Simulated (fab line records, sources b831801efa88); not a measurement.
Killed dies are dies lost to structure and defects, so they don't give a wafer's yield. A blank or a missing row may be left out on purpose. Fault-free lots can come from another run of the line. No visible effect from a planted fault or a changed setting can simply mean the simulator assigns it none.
Which tool did it? -- flow gf180mcu -- 36 wafers sampled from 12 lots at 1 step of a route of 602

== WHAT EACH GAUGE READ, for each wafer ==
GF_STI_THK_MEAS_22.
lot,measured,on,STI_OXIDATION_01_THK (nm)
L075,day 2 09:02,filmMetro-01,15.31 15.16 15.04
L077,day 2 18:44,filmMetro-03,15.13 15.09 15.21
L079,day 3 04:40,filmMetro-01,14.72 14.96 14.51
L081,day 3 16:12,filmMetro-03,14.82 14.95 14.92
L083,day 4 01:29,filmMetro-02,14.96 15.10 15.01
L085,day 4 11:16,filmMetro-01,15.06 15.05 15.19
L087,day 4 22:50,filmMetro-02,15.26 15.50 15.34
L089,day 5 10:02,filmMetro-02,15.20 15.04 14.98
L091,day 5 21:41,filmMetro-03,14.76 14.81 14.97
L093,day 6 06:51,filmMetro-03,14.68 14.79 14.82
L095,day 6 14:59,filmMetro-01,15.01 14.78 14.83
L097,day 7 03:03,filmMetro-02,15.02 15.06 15.04

== WHAT TOOL EACH LOT RAN ON (gives the tool, then ch and the chambers of the sampled wafers, and finally the start) ==
Record: no process step prior to these readings.

== THE ANSWER, worked out from the rows above alone ==
Rule: usual is defined by the lots themselves. The widest of any qualifying gaps counts: lots, ordered by their means at a reading, are off when they make up no more than a third of the lots, leave a main group of 4 or more, and stand apart from it by 3 or more times the standard deviation of that group's means. Not used: any main group whose means are identical at the precision the tables above print for the reading. Also off: a lot with no number at a reading for which 4 or more lots have one. All remaining lots with rows at the step are treated as sound.
Nothing can be told from this: no lot is off at any reading shown.

== WHAT THE SIMULATOR PUT IN ==
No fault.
